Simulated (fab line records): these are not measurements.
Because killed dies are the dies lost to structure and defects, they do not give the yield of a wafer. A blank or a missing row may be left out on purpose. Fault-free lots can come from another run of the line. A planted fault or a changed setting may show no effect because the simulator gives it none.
fab line records	flow sky130
record: lots: 5	wafers: 15	lastDay: 50
route steps=708 shown FIELD_ISO@18 NWELL@32 DNWELL@35 PWDE@45 PAD_OPEN@708
lots that met no fault: from a run of the same line without faults
startH: hours from the record's opening day to when the first of the lot's shown wafers began	waitH: hours since the lot's step before	" unchanged from the row above	L1.1+2: a row that stands for several wafers	- no value present, or no start provided	* or withheld: withheld	< > ~ a bound
route shown NAME@n: NAME is a module with steps in the file, n the number in the route of the first one	usual: average and standard deviation across the fault-free wafers	same: alike in all rows	chamber/n: place in a boat	sites: per-site readings	_std_site: standard deviation across them	_edge_site: mean of outer sites minus mean of inner sites	radiusMm: how far each site lies from the wafer's centre	mask NAME#n: copy n	behind: tool/chamber where the wafer was last shaped	hold: the reason the lot was held/the length of the hold in hours/how it ended	device: names the non-switching transistor (n, p or np)	end of line: at the end of the route, the tests of the same wafers	where a step has no rows: the recipe by itself	killed: at the first sort, the dies lost to defects and structure; wafer yield is something else	map: per-die view of a wafer (x killed, . not killed, _ where there is no die)
set.NAME: the setting the step ran with; set.NAME@STEP: the setting that earlier step ran with	model.NAME: the simulator's own value behind a step, which no gauge read
a table for each step, a row for each wafer; lots at some steps of the route
services: a tool's chamber out of use, with start hour (startH, from the record's first day; less than 0 if before it), hours out, and reason
== steps ==
step: SKY_FIELD_ISO_ETCH_17
recipe: targetDepthA: 3420	maskMaterial: Si3N4	chemistry: HBr/Cl2/O2	target: Si	taperDeg: 5	icpW: 600	biasW: 150	pressureMtorr: 15	HBr_flow_sccm: 150	Cl2_flow_sccm: 40	O2_flow_sccm: 6	timeS: 97.7
usual: drypumpMotorCurrentA: 5.8/0.54	oesProductAu: 1.001/0.011	throttleValvePct: 25.656/0.011
lot.wafer	tool	chamber	startH	waitH	drypumpMotorCurrentA	oesProductAu	rfHoursCounterH	throttleValvePct
L473.1	rieSi-01	2	34.54	0.1	6.2	0.998	1	25.656
L473.2	"	0	"	"	6.6	0.990	2	25.661
L473.6	"	2	"	"	6.2	1.004	-	25.651
L475.1	rieSi-01	0	44.28	0.1	6.6	1.000	2	25.662
L475.2	"	1	"	"	4.8	1.015	0	25.660
L475.3	"	3	"	"	5.8	0.985	46	25.654
L478.2	rieSi-02	0	62.48	0.1	5.8	1.002	0	25.664
L478.5	"	0	"	"	5.8	0.995	-	25.669
L478.6	"	1	"	"	6.4	1.011	-	25.640
L487.1	rieSi-01	2	106.48	0.1	6.2	1.007	2	25.661
L487.5	"	3	"	"	5.8	0.993	-	25.673
L487.6	"	0	"	"	6.5	0.998	-	25.654
L493.4	rieSi-02	0	139.19	0.0	5.8	1.003	1	25.662
L493.5	"	1	"	"	6.5	1.009	-	25.654
L493.6	"	2	"	"	5.8	1.015	-	25.655
step: SKY_FIELD_ISO_WET_ETCH_18
recipe: chemistry: H3PO4	targetDepthNm: 25	tempC: 160	target: Si3N4	timeS: 286
step: SKY_FIELD_ISO_CLEAN_19
recipe: chemistry: SC1/SC2	mix: 1:4:20	tempC: 70	timeS: 150
step: SKY_FIELD_ISO_CLEAN_20
recipe: chemistry: dHF	timeS: 20	dilution: 100:1
step: SKY_FIELD_ISO_WET_ETCH_21
recipe: chemistry: dHF	dilution: 100:1	targetDepthNm: 20	dry: ipaMarangoni	target: SiO2	tempC: 25	timeS: 400
step: SKY_FIELD_ISO_OXIDATION_22
recipe: tempC: 942.5	ambient: O2	stabiliseS: 600	purgeS: 300	targetThkA: 100	oxTimeS: 623
step: SKY_FIELD_ISO_THK_MEAS_23
recipe: reads: SiO2_of_FIELD_ISO_OXIDATION_22
usual: FIELD_ISO_OXIDATION_01_THK: 8.96/0.22
lot.wafer	tool	chamber	startH	waitH	FIELD_ISO_OXIDATION_01_THK[nm]
L473.1	filmMetro-01	-	36.85	0.0	8.80
L473.2	"	-	"	"	8.80
L473.6	"	-	"	"	9.02
L475.1	filmMetro-04	-	46.48	0.0	9.35
L475.2	"	-	"	"	9.42
L475.3	"	-	"	"	9.41
L478.2	filmMetro-03	-	64.03	0.0	8.75
L478.5	"	-	"	"	8.60
L478.6	"	-	"	"	8.68
L487.1	filmMetro-03	-	108.45	0.0	8.62
L487.5	"	-	"	"	8.55
L487.6	"	-	"	"	8.41
L493.4	filmMetro-04	-	140.76	0.0	9.03
L493.5	"	-	"	"	9.08
L493.6	"	-	"	"	9.11
step: SKY_FIELD_ISO_CVD_24
recipe: material: SiO2	targetThkNm: 595	tempC: 650	sigmaOpenFrac: 0.3	timeS: 99.2	sih4FlowSccm: 60	pressureMtorr: 6
step: SKY_FIELD_ISO_THK_MEAS_25
recipe: reads: SiO2_of_FIELD_ISO_CVD_24
usual: FIELD_ISO_CVD_24_THK: 593/6.3
lot.wafer	tool	chamber	startH	waitH	FIELD_ISO_CVD_24_THK[nm]
L473.1	filmMetro-04	-	36.98	0.0	591
L473.2	"	-	"	"	584
L473.6	"	-	"	"	584
L475.1	filmMetro-04	-	46.61	0.0	593
L475.2	"	-	"	"	595
L475.3	"	-	"	"	591
L478.2	filmMetro-01	-	64.16	0.0	596
L478.5	"	-	"	"	593
L478.6	"	-	"	"	599
L487.1	filmMetro-04	-	108.58	0.0	603
L487.5	"	-	"	"	588
L487.6	"	-	"	"	580
L493.4	filmMetro-01	-	140.89	0.0	596
L493.5	"	-	"	"	587
L493.6	"	-	"	"	596
step: SKY_FIELD_ISO_ANNEAL_26
recipe: tempC: 1000	timeS: 1800	ambient: N2
step: SKY_FIELD_ISO_CMP_27
recipe: stopOn: Si3N4	tOverpolishS: 16	downForcePsi: 4	platenRpm: 60	targetThkNm: 457.8	padVelocityMS: 0.94248
usual: motorCurrentA: 12.0/0.96	overpolishRunS: 16.000/0.0081	slurryFlowMlMin: 150.0/0.43	timeToEndpointS: 113/3.3
lot.wafer	tool	chamber	startH	waitH	motorCurrentA	overpolishRunS	slurryFlowMlMin	timeToEndpointS
L473.1	cmp-02	1	39.81	0.1	12.6	16.004	149.5	107
L473.2	"	3	"	"	12.0	16.000	149.2	112
L473.6	"	0	"	"	9.6	16.012	149.6	110
L475.2	cmp-02	2	50.50	0.1	11.8	16.002	150.3	118
L475.3	"	3	"	"	11.7	16.004	149.2	115
L475.1	"	0	"	"	9.9	15.999	150.3	120
L478.2	cmp-01	0	66.22	0.5	12.7	15.990	150.1	114
L478.5	"	3	"	"	13.1	15.997	150.3	116
L478.6	"	0	"	"	12.5	16.000	150.5	117
L487.1	cmp-02	2	110.19	0.1	11.4	16.000	150.0	114
L487.5	"	1	"	"	12.7	15.998	150.7	110
L487.6	"	2	"	"	11.2	16.009	149.8	111
L493.4	cmp-02	3	143.60	0.1	11.8	15.998	149.8	115
L493.6	"	1	"	"	12.7	16.005	149.9	109
L493.5	"	2	"	"	11.5	15.992	150.6	113
step: SKY_FIELD_ISO_WET_ETCH_28
recipe: chemistry: dHF	targetDepthNm: 23.7	target: SiO2	dilution: 10:1	tempC: 25	timeS: 47
step: SKY_FIELD_ISO_WET_ETCH_29
recipe: chemistry: H3PO4	targetDepthNm: 160	target: Si3N4	tempC: 160	timeS: 1825
usual: tempC: 160.02/0.15
lot.wafer	tool	chamber	startH	waitH	tempC
L473.1	wetBench-03	1	40.08	0.0	160.00
L473.2	"	1	"	"	160.06
L473.6	"	1	"	"	160.03
L475.1	wetBench-03	0	50.78	0.0	160.01
L475.2	"	0	"	"	160.09
L475.3	"	0	"	"	159.98
L478.2	wetBench-04	0	66.50	0.0	159.91
L478.5	"	0	"	"	160.09
L478.6	"	0	"	"	160.04
L487.1	wetBench-04	3	110.47	0.0	160.02
L487.5	"	3	"	"	159.94
L487.6	"	3	"	"	159.96
L493.4	wetBench-03	3	143.82	0.0	160.25
L493.5	"	3	"	"	160.16
L493.6	"	3	"	"	159.99
step: SKY_FIELD_ISO_WET_ETCH_30
recipe: chemistry: dHF	targetDepthNm: 25	target: SiO2	dilution: 10:1	tempC: 25	timeS: 50
step: SKY_NWELL_CLEAN_00
recipe: chemistry: SC1/SC2	mix: 1:4:20	tempC: 70	timeS: 150	dry: n2Spin
step: SKY_NWELL_OXIDATION_01
recipe: tempC: 900	ambient: O2	stabiliseS: 600	purgeS: 300	targetThkA: 100	oxTimeS: 1418
step: SKY_NWELL_THK_MEAS_02
recipe: reads: SiO2_of_NWELL_OXIDATION_01
usual: NWELL_OXIDATION_THK: 9.92/0.21
lot.wafer	tool	chamber	startH	waitH	NWELL_OXIDATION_THK[nm]
L473.1	filmMetro-01	-	43.81	0.0	10.00
L473.2	"	-	"	"	10.12
L473.6	"	-	"	"	10.04
L475.1	filmMetro-02	-	53.64	0.0	9.98
L475.2	"	-	"	"	9.93
L475.3	"	-	"	"	10.00
L478.2	filmMetro-02	-	68.49	0.0	9.79
L478.5	"	-	"	"	9.79
L478.6	"	-	"	"	9.80
L487.1	filmMetro-01	-	112.96	0.0	10.24
L487.5	"	-	"	"	10.08
L487.6	"	-	"	"	10.32
L493.4	filmMetro-01	-	146.09	0.0	9.90
L493.5	"	-	"	"	9.74
L493.6	"	-	"	"	9.98
step: SKY_DNWELL_DEHYDRATE_00
recipe: tempC: 200	timeS: 60
step: SKY_DNWELL_HMDS_01
recipe: primeTimeS: 60	primeTempC: 120
step: SKY_DNWELL_COAT_02
recipe: spinRpm: 2000	resistThkNm: 3000
step: SKY_DNWELL_SOFTBAKE_03
recipe: tempC: 110	timeS: withheld
step: SKY_DNWELL_EXPOSE_04
recipe: maskId: DNM	na: 0.57	targetCdNm: 3000	doseMj: 222
step: SKY_DNWELL_PEB_05
recipe: tempC: 115	timeS: withheld
step: SKY_DNWELL_DEVELOP_06
recipe: wallAngleDeg: 90	developer: TMAH	developTimeS: 60	devTempC: 23
step: SKY_DNWELL_IMPLANT_07
recipe: species: P	energyKev: withheld	doseCm2: withheld	tiltDeg: withheld
step: SKY_DNWELL_STRIP_08
recipe: chemistry: O2/N2	powerW: 1400	pressureMtorr: 1500	platenTempC: withheld	o2FlowSccm: 3000	n2FlowSccm: 300	overashFraction: 0.5
usual: drypumpMotorCurrentA: 5.5/0.34	oesProductAu: 0.722/0.0044	stripTimeToEndpointS: 36.90/0.098
lot.wafer	tool	chamber	startH	waitH	drypumpMotorCurrentA	oesProductAu	rfHoursCounterH	stripTimeToEndpointS
L473.1	plasmaAsher-03	1	59.07	0.1	5.1	0.723	37	36.81
L473.2	"	0	"	"	5.6	0.725	37	36.71
L473.6	"	1	"	"	5.1	0.715	-	36.78
L475.1	plasmaAsher-03	0	69.91	0.1	5.6	0.720	38	36.86
L475.2	"	1	"	"	5.1	0.722	38	36.87
L475.3	"	0	"	"	5.6	0.716	-	36.87
L478.2	plasmaAsher-04	0	85.52	0.1	5.0	0.717	27	36.86
L478.5	"	1	"	"	5.7	0.722	-	36.86
L478.6	"	0	"	"	5.0	0.724	-	36.86
L487.1	plasmaAsher-02	1	132.62	0.1	6.0	0.717	45	36.76
L487.5	"	0	"	"	5.4	0.712	-	36.80
L487.6	"	1	"	"	6.1	0.729	-	36.81
L493.4	plasmaAsher-03	1	165.79	0.1	5.2	0.717	-	36.93
L493.5	"	0	"	"	5.6	0.726	-	36.84
L493.6	"	1	"	"	5.1	0.723	-	36.99
step: SKY_DNWELL_TW_MEAS_09
usual: DNWELL_TW: 1120/8.3
lot.wafer	tool	chamber	startH	waitH	DNWELL_TW
L473.1	filmMetro-03	-	59.17	0.1	1122
L473.2	"	-	"	"	1121
L473.6	"	-	"	"	1119
L475.1	filmMetro-01	-	70.01	0.1	1120
L475.2	"	-	"	"	1114
L475.3	"	-	"	"	1116
L478.2	filmMetro-03	-	85.63	0.1	1127
L478.5	"	-	"	"	1125
L478.6	"	-	"	"	1124
L487.1	filmMetro-02	-	132.72	0.1	1112
L487.5	"	-	"	"	1116
L487.6	"	-	"	"	1114
L493.4	filmMetro-03	-	165.89	0.1	1132
L493.5	"	-	"	"	1141
L493.6	"	-	"	"	1137
step: SKY_PWDE_DEHYDRATE_00
recipe: tempC: 200	timeS: 60
step: SKY_PWDE_HMDS_01
recipe: primeTimeS: 60	primeTempC: 120
step: SKY_PWDE_COAT_02
recipe: spinRpm: 2000	resistThkNm: 3000
step: SKY_PWDE_SOFTBAKE_03
recipe: tempC: 110	timeS: withheld
step: SKY_PWDE_EXPOSE_04
recipe: maskId: PWDEM	na: 0.6	sourceShape: conventional	sigmaOuter: 0.6	polarization: unpolarized	targetCdNm: 840	doseMj: 214
step: SKY_PWDE_PEB_05
recipe: tempC: 115	timeS: withheld
step: SKY_PWDE_DEVELOP_06
recipe: wallAngleDeg: 90	developer: TMAH	developTimeS: 60	devTempC: 23
step: SKY_PWDE_OVL_MEAS_07
usual: PWDE_OVL: -0.6/1.4
lot.wafer	tool	chamber	startH	waitH	PWDE_OVL[nm]
L473.1	overlay-02	-	74.36	-	-0.6
L473.2	"	-	"	"	0.0
L473.6	"	-	"	"	0.1
L475.1	overlay-02	-	87.07	-	-2.9
L475.2	"	-	"	"	-1.6
L475.3	"	-	"	"	-2.6
L478.2	overlay-01	-	102.73	-	1.3
L478.5	"	-	"	"	1.7
L478.6	"	-	"	"	0.4
L487.1	overlay-02	-	151.22	-	0.9
L487.5	"	-	"	"	-0.1
L487.6	"	-	"	"	-0.5
L493.4	overlay-01	-	186.29	-	1.1
L493.5	"	-	"	"	-1.2
L493.6	"	-	"	"	-0.5
step: SKY_PWDE_IMPLANT_08
recipe: species: B	energyKev: 150	doseCm2: 3.6e+12	tiltDeg: withheld
step: SKY_PWDE_STRIP_09
recipe: chemistry: O2/N2	powerW: 1400	pressureMtorr: 1500	platenTempC: withheld	o2FlowSccm: 3000	n2FlowSccm: 300	overashFraction: 0.5
usual: drypumpMotorCurrentA: 5.6/0.45	oesProductAu: 0.722/0.0049	stripTimeToEndpointS: 36.90/0.086
lot.wafer	tool	chamber	startH	waitH	drypumpMotorCurrentA	oesProductAu	rfHoursCounterH	stripTimeToEndpointS
L473.1	plasmaAsher-04	1	74.54	0.1	5.6	0.726	26	36.98
L473.2	"	0	"	"	5.0	0.719	26	36.85
L473.6	"	1	"	"	5.7	0.726	-	36.87
L475.1	plasmaAsher-04	1	87.26	0.1	5.6	0.722	28	36.87
L475.2	"	0	"	"	5.1	0.724	28	36.84
L475.3	"	0	"	"	5.0	0.716	-	36.87
L478.2	plasmaAsher-01	0	102.91	0.1	5.3	0.726	42	36.86
L478.5	"	1	"	"	6.5	0.718	-	36.99
L478.6	"	0	"	"	5.3	0.718	-	36.98
L487.1	plasmaAsher-04	1	151.40	0.1	5.7	0.722	34	36.89
L487.5	"	0	"	"	5.0	0.721	-	36.77
L487.6	"	1	"	"	5.7	0.724	-	36.73
L493.4	plasmaAsher-01	0	186.49	0.1	5.3	0.731	-	36.86
L493.5	"	1	"	"	6.5	0.720	-	36.91
L493.6	"	0	"	"	5.3	0.715	-	36.93
step: SKY_PWDE_TW_MEAS_10
usual: PWDE_TW: 375.9/2.7
lot.wafer	tool	chamber	startH	waitH	PWDE_TW
L473.1	filmMetro-02	-	74.64	0.1	375.2
L473.2	"	-	"	"	377.2
L473.6	"	-	"	"	374.3
L475.1	filmMetro-01	-	87.36	0.1	378.0
L475.2	"	-	"	"	377.0
L475.3	"	-	"	"	379.1
L478.2	filmMetro-03	-	103.02	0.1	376.5
L478.5	"	-	"	"	376.1
L478.6	"	-	"	"	377.6
L487.1	filmMetro-02	-	151.50	0.1	370.0
L487.5	"	-	"	"	374.2
L487.6	"	-	"	"	374.5
L493.4	filmMetro-03	-	186.58	0.1	378.1
L493.5	"	-	"	"	377.9
L493.6	"	-	"	"	376.7
step: SKY_NWELL_DEHYDRATE_03
recipe: tempC: 200	timeS: 60
step: SKY_NWELL_HMDS_04
recipe: primeTimeS: 60	primeTempC: 120
step: SKY_NWELL_COAT_05
recipe: spinRpm: 2000	resistThkNm: 3000
step: SKY_NWELL_SOFTBAKE_06
recipe: tempC: 110	timeS: withheld
step: SKY_PAD_OPEN_PROBE_99
usual: killed_at_M0_to_M3: 42/7.2	killed_at_M4_up: 3.5/1.8	killedAtContacts: 25/5.7	killedAtFrontEnd: 16/4.6	killedAtOther: 0.2/0.41	killedDies: 86/9.3	killedOnRim: 17/3.9	killedOpen: 47/6.3	killedShort: 39/5.9
same: grossDies: 492	killedAtBackSide: 0
lot.wafer	tool	chamber	startH	waitH	hold	killed_at_M0_to_M3	killed_at_M4_up	killedAtContacts	killedAtFrontEnd	killedAtOther	killedDies	killedOnRim	killedOpen	killedShort
L473.1	prober-01	-	1092.90	0.1	-	37	5	24	18	1	85	16	47	38
L473.2	prober-01	-	1092.95	0.1	-	44	2	24	14	1	85	17	42	43
L473.6	prober-01	-	1093.15	0.2	-	39	6	22	11	0	78	14	38	40
L475.1	prober-02	-	1101.09	0.1	-	43	2	30	17	0	92	24	55	37
L475.2	prober-02	-	1101.14	0.1	-	52	8	29	13	0	102	18	61	41
L475.3	prober-02	-	1101.19	0.2	-	39	4	30	12	0	85	15	59	26
L478.2	prober-01	-	1115.98	0.1	-	39	3	30	9	0	81	13	45	36
L478.5	prober-01	-	1116.13	0.2	-	40	8	35	19	1	103	18	57	46
L478.6	prober-01	-	1116.18	0.2	-	42	2	31	14	0	89	19	43	46
L487.1	prober-02	-	1169.83	0.1	awaitDispo/5.4h/release	50	3	26	38	0	117	29	50	45
L487.5	prober-02	-	1170.03	0.2	awaitDispo/5.4h/release	49	4	36	29	0	118	29	48	50
L487.6	prober-02	-	1170.08	0.2	awaitDispo/5.4h/release	31	6	26	49	0	112	34	45	40
L493.4	prober-02	-	1191.84	0.2	-	35	3	27	14	0	79	12	44	35
L493.5	prober-02	-	1191.89	0.2	-	36	7	22	14	1	80	19	38	42
L493.6	prober-02	-	1191.94	0.2	-	56	2	18	17	1	94	20	50	44
killed by level:class
L473.1 CONTACT:geometricParticle:open=8 VIA1:geometricParticle:open=7 FIELD_ISO:geometricParticle:open=6 LI_CONTACT:geometricParticle:open=6 METAL2:geometricParticle:short=5 METAL1:geometricParticle:short=5 VIA1:geometricParticle:short=5 CONTACT:geometricParticle:short=4
L473.2 VIA3:geometricParticle:short=10 CONTACT:geometricParticle:open=8 VIA1:geometricParticle:open=7 CONTACT:geometricParticle:short=6 METAL2:geometricParticle:short=6 VIA2:geometricParticle:open=6 FIELD_ISO:geometricParticle:open=5 LI_CONTACT:geometricParticle:open=5
L473.6 VIA3:geometricParticle:open=8 LI_CONTACT:geometricParticle:open=7 METAL1:geometricParticle:short=7 LI_CONTACT:geometricParticle:short=6 VIA1:geometricParticle:open=6 VIA2:geometricParticle:open=5 METAL4:geometricParticle:short=5 CONTACT:geometricParticle:open=3
L475.1 CONTACT:geometricParticle:open=15 VIA1:geometricParticle:open=11 LI_CONTACT:geometricParticle:open=7 METAL2:geometricParticle:short=7 POLY_GATE:geometricParticle:open=5 VIA3:geometricParticle:open=5 FIELD_ISO:geometricParticle:open=4 LOCAL_INTERCONNECT:geometricParticle:short=4
L475.2 CONTACT:geometricParticle:open=15 VIA1:geometricParticle:open=13 VIA3:geometricParticle:open=10 VIA1:geometricParticle:short=7 METAL4:geometricParticle:short=6 VIA2:geometricParticle:open=6 FIELD_ISO:geometricParticle:open=5 LI_CONTACT:geometricParticle:open=4
L475.3 CONTACT:geometricParticle:open=14 VIA1:geometricParticle:open=12 VIA3:geometricParticle:open=10 LI_CONTACT:geometricParticle:open=6 CONTACT:geometricParticle:short=5 LI_CONTACT:geometricParticle:short=4 VIA1:geometricParticle:short=4 METAL2:geometricParticle:short=4
L478.2 CONTACT:geometricParticle:open=12 CONTACT:geometricParticle:short=8 VIA3:geometricParticle:open=8 VIA2:geometricParticle:open=7 VIA1:geometricParticle:open=6 LI_CONTACT:geometricParticle:open=5 LOCAL_INTERCONNECT:geometricParticle:short=4 METAL2:geometricParticle:short=4
L478.5 CONTACT:geometricParticle:open=14 VIA1:geometricParticle:open=11 LI_CONTACT:geometricParticle:open=10 FIELD_ISO:geometricParticle:short=8 METAL2:geometricParticle:short=8 METAL4:geometricParticle:short=7 LOCAL_INTERCONNECT:geometricParticle:short=7 VIA2:geometricParticle:open=6
L478.6 LI_CONTACT:geometricParticle:open=12 CONTACT:geometricParticle:open=9 VIA2:geometricParticle:short=7 VIA3:geometricParticle:open=7 CONTACT:geometricParticle:short=6 METAL3:geometricParticle:short=6 VIA3:geometricParticle:short=5 SPACER:geometricParticle:short=4
L487.1 FIELD_ISO:unspecified=22 VIA1:geometricParticle:open=11 LI_CONTACT:geometricParticle:open=9 VIA2:geometricParticle:open=9 POLY_GATE:geometricParticle:short=8 CONTACT:geometricParticle:open=8 METAL2:geometricParticle:short=6 LOCAL_INTERCONNECT:geometricParticle:short=5
L487.5 FIELD_ISO:unspecified=20 CONTACT:geometricParticle:open=15 VIA1:geometricParticle:open=9 VIA1:geometricParticle:short=8 LI_CONTACT:geometricParticle:open=6 VIA2:geometricParticle:open=6 LI_CONTACT:geometricParticle:short=5 LOCAL_INTERCONNECT:geometricParticle:short=5
L487.6 FIELD_ISO:unspecified=27 VIA1:geometricParticle:open=7 METAL1:geometricParticle:short=7 LI_CONTACT:geometricParticle:open=7 FIELD_ISO:geometricParticle:open=6 CONTACT:geometricParticle:short=6 VIA3:geometricParticle:open=6 FIELD_ISO:geometricParticle:short=5
L493.4 LI_CONTACT:geometricParticle:open=11 POLY_GATE:geometricParticle:open=8 METAL1:geometricParticle:short=7 VIA3:geometricParticle:open=7 CONTACT:geometricParticle:short=6 CONTACT:geometricParticle:open=5 VIA1:geometricParticle:short=5 LOCAL_INTERCONNECT:geometricParticle:short=5
L493.5 CONTACT:geometricParticle:open=10 VIA1:geometricParticle:open=7 METAL4:geometricParticle:short=6 METAL2:geometricParticle:short=6 LOCAL_INTERCONNECT:geometricParticle:short=5 VIA1:geometricParticle:short=5 VIA3:geometricParticle:open=4 FIELD_ISO:geometricParticle:short=3
L493.6 VIA3:geometricParticle:open=14 VIA1:geometricParticle:open=10 POLY_GATE:geometricParticle:short=7 LI_CONTACT:geometricParticle:open=7 VIA2:geometricParticle:open=7 METAL2:geometricParticle:short=6 VIA1:geometricParticle:short=6 METAL3:geometricParticle:short=4
map L487.5 (x killed, . not)
__________..xxxxxxxx_________
________..xxxxxxxxxxxx_______
______........xx...x...._____
_____.x...xx..xx..x......____
____.x.xx.......x...x.....___
___..x.........x..x...x....__
__........xx....xx..xxx..x.._
_.xx........x..xx.......x.x..
_.x...xx.....x.......x......x
_x.x.....x...x...............
_......x..x.....x..x......x..
_...x.x...x..x.........x.....
_x.........x...x.xxx.....xx..
_...x...x.x..................
_.................x...x...xx.
__...x......x..xxx.x......x._
___...x......x.......x.....__
____.....x............x.x.___
_____.x.x....x.x........x____
______.........xx.x..xx._____
________.......xx.x.x._______
__________x......xx._________
map L478.5 (x killed, . not)
__________.....x...x_________
________.......x......_______
______.x.....x.....x...._____
_____....x.x..x..x.x....x____
____..........x...........___
___..............x.x.x....x__
__...xxx..x...........x.x..._
_...x.....xx..xx...xx......xx
_...xxx..x................x..
_.........xx.x.....x....x....
_....xx......x.x.xx.x...xx.x.
_...xxx.....x...x............
_...x...................x..x.
_.x....x...x.........x...x...
_.x......x......xx.x.x.....x.
__x...x......x.............x_
___.x...x.x...x....xxx.x...__
____.x..........x..x....x.___
_____.xxxxx..xxx.x.......____
______.......x.x......x._____
________...x.........._______
__________x.......x._________
== services ==
tool	chamber	startH	hours	kind
rieSi-02	0	29.95	-	clean
rieSi-02	0	29.95	20.5	scheduledDown
rieSi-02	0	29.95	20.5	ventCycle
plasmaAsher-04	-	36.51	3.6	repair
wetBench-04	-	49.36	2.8	repair
cmp-01	-	61.26	4.9	repair
cmp-02	-	64.00	4.0	pm
cmp-02	-	68.00	-	consumableReplace:conditioner
cmp-02	-	68.00	-	consumableReplace:pad
rieSi-02	-	83.67	0.2	repair
rieSi-02	-	102.51	0.7	repair
cmp-01	-	105.68	6.9	repair
plasmaAsher-01	-	108.75	9.0	pm
cmp-01	-	110.99	2.5	repair
cmp-01	-	116.85	0.7	repair
rieSi-02	1	120.71	15.0	repair
rieSi-02	0	122.44	6.4	repair
rieSi-01	1	134.17	10.5	repair
wetBench-03	-	159.15	2.3	repair
rieSi-01	2	159.47	1.7	repair
plasmaAsher-04	-	163.58	28.1	pm
cmp-01	-	171.13	12.1	repair
cmp-01	-	178.63	0.9	repair
cmp-01	-	186.06	4.0	repair
== key ==
firstSign: step: SKY_PAD_OPEN_PROBE_99	reading: killedAtFrontEnd	direction: up	sigmas: 5	usual: 16	struck: 39
effect: step: SKY_PAD_OPEN_PROBE_99	reading: killedDies	direction: up	sigmas: 3.2	usual: 86	struck: 116
metAt SKY_FIELD_ISO_WET_ETCH_29
struckWafers L487.1,L487.5,L487.6
testerLeftOut L487
alsoFits SKY_FIELD_ISO_ETCH_17:rieSi-01,SKY_DNWELL_STRIP_08:plasmaAsher-02,SKY_PWDE_STRIP_09:plasmaAsher-04
fault: kind: chamberParticleSource	tool: wetBench-04	chamber: 3	onsetH: 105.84	steps: SKY_FIELD_ISO_WET_ETCH_29	ratePerVisitCm2: 1.1721	endH: 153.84
testerLeftOut: of these lots the tester's yield and bins aren't shown, on N5 and GAA mostly nor the transistor test; their killed dies are dies lost to structure and defects alone, not to doping, threshold or leakage, so they don't give the yield
